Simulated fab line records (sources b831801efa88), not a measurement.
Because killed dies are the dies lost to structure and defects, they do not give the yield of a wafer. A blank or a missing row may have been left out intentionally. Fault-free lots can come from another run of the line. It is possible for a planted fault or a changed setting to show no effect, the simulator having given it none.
Commonality check across tools -- flow gf180mcu -- 34 wafers sampled across 12 lots

## REASON IT WAS OPENED
GF_PASSIVATION_THK_MEAS_03, reading PASSIVATION_CVD_02_THK: flagged on 2 of 12 lots. Wafers without a fault read 697 nm, standard deviation 8.4.
Rule: flag the lot when none of its wafers has a number, or when each of its wafers that has one lies beyond 4 standard deviations from that mean. All remaining lots are regarded as sound.

lot,measured,on,"PASSIVATION_CVD_02_THK (nm), wafer by wafer",flag
L722,day 28 04:31,film_metro-04,703 700 706,
L723,day 28 09:49,film_metro-02,684 696 702,
L724,day 28 13:51,film_metro-04,683 684 708,
L725,day 29 01:51,film_metro-02,689 689 701,
L726,day 29 10:09,film_metro-01,686 677 694,
L733,day 31 12:27,film_metro-02,736 751,FLAGGED
L734,day 31 16:17,film_metro-02,731 743,FLAGGED
L739,day 32 22:08,film_metro-04,697 694 701,
L742,day 33 19:10,film_metro-02,684 689 700,
L743,day 33 22:19,film_metro-02,700 712 701,
L744,day 34 04:10,film_metro-04,695 699 700,
L745,day 34 11:16,film_metro-02,702 709 697,
The numbers of the flagged lots are 740 nm on average: +43 nm against the usual, or +5 standard deviations.

## EACH LOT AND THE TOOL IT RAN ON
Before the reading, the record contains 3 process steps out of a 602-step route. Cell contents, in order: the tool; ch with the chambers the sampled wafers went through; the start.
lot,flag,GF_V5_SPUTTER_22,GF_TOP_METAL_METAL_ETCH_16,GF_PASSIVATION_CVD_02
L722,,"pvd_sputter-04, day 27 06:13","rie_metal-02 ch 1, day 28 03:13","pecvd-02 ch 0,1, day 28 04:13"
L723,,"pvd_sputter-03, day 27 11:41","rie_metal-04 ch 0,1, day 28 08:42","pecvd-01 ch 1,2, day 28 09:30"
L724,,"pvd_sputter-04, day 27 16:56","rie_metal-04 ch 0, day 28 12:41","pecvd-04 ch 0,1,2, day 28 13:34"
L725,,"pvd_sputter-02, day 28 04:12","rie_metal-04 ch 0,1, day 29 00:41","pecvd-02 ch 0,1,2, day 29 01:34"
L726,,"pvd_sputter-02, day 28 13:08","rie_metal-02 ch 0,1, day 29 08:59","pecvd-04 ch 0,1, day 29 09:52"
L733,FLAGGED,"pvd_sputter-04, day 30 16:51","rie_metal-04 ch 1, day 31 11:17","pecvd-01 ch 1, day 31 12:10"
L734,FLAGGED,"pvd_sputter-03, day 30 20:53","rie_metal-02 ch 0,1, day 31 15:08","pecvd-01 ch 2, day 31 16:01"
L739,,"pvd_sputter-04, day 32 04:14","rie_metal-02 ch 1, day 32 20:58","pecvd-04 ch 0,2, day 32 21:50"
L742,,"pvd_sputter-03, day 33 02:05","rie_metal-01 ch 0,1, day 33 18:01","pecvd-02 ch 0,1, day 33 18:53"
L743,,"pvd_sputter-04, day 33 04:56","rie_metal-02 ch 0,1, day 33 21:13","pecvd-04 ch 0,1,2, day 33 22:01"
L744,,"pvd_sputter-03, day 33 10:53","rie_metal-04 ch 0,1, day 34 03:01","pecvd-02 ch 0,1, day 34 03:53"
L745,,"pvd_sputter-04, day 33 18:59","rie_metal-02 ch 0,1, day 34 10:08","pecvd-01 ch 0,2, day 34 10:58"
What the steps here do:
- GF_V5_SPUTTER_22: material TiN, target thk 10 nm, time 40 s.
- GF_TOP_METAL_METAL_ETCH_16: etches the open film in Cl2/BCl3, stops on SiO2, target depth 1197 nm, time 199.5 s.
- GF_PASSIVATION_CVD_02: deposits Si3N4, target thk 700 nm, time 486.18 s.
- GF_PASSIVATION_THK_MEAS_03

## FLAGGED AGAINST TOTAL, ONE TOOL AT A TIME (gauges that did the reading follow at the end)
step,tool,lots run,flagged,share of the flagged lots,sound lots run after its first flagged lot
GF_V5_SPUTTER_22,pvd_sputter-02,2,0,none,-
GF_V5_SPUTTER_22,pvd_sputter-03,4,1,some,"2 (L742,L744)"
GF_V5_SPUTTER_22,pvd_sputter-04,6,1,some,"3 (L739,L743,L745)"
GF_TOP_METAL_METAL_ETCH_16,rie_metal-01,1,0,none,-
GF_TOP_METAL_METAL_ETCH_16,rie_metal-02,6,1,some,"3 (L739,L743,L745)"
GF_TOP_METAL_METAL_ETCH_16,rie_metal-04,5,1,some,1 (L744)
GF_PASSIVATION_CVD_02,pecvd-01,4,2,all,1 (L745)
GF_PASSIVATION_CVD_02,pecvd-02,4,0,none,-
GF_PASSIVATION_CVD_02,pecvd-04,4,0,none,-
GF_PASSIVATION_THK_MEAS_03,film_metro-01,1,0,none,-
GF_PASSIVATION_THK_MEAS_03,film_metro-02,7,2,all,"3 (L742,L743,L745)"
GF_PASSIVATION_THK_MEAS_03,film_metro-04,4,0,none,-

## WHAT IS ALLOWED BY THE TABLE
pecvd-01 at GF_PASSIVATION_CVD_02 and film_metro-02 at GF_PASSIVATION_THK_MEAS_03 are the 2 rows of the table that ran each flagged lot.
- pecvd-01 at GF_PASSIVATION_CVD_02: 2 of its 4 lots flagged. After the first flagged lot (L745), sound lots still ran on it; a lasting fault on the whole tool would not permit that.
- film_metro-02 at GF_PASSIVATION_THK_MEAS_03: 2 of its 7 lots flagged. After the first flagged lot (L742, L743, L745), sound lots still ran on it; a lasting fault on the whole tool would not permit that.
Every row of the table either missed a flagged lot or ran a sound lot after the first.

## WHAT THE SIMULATOR PUT IN
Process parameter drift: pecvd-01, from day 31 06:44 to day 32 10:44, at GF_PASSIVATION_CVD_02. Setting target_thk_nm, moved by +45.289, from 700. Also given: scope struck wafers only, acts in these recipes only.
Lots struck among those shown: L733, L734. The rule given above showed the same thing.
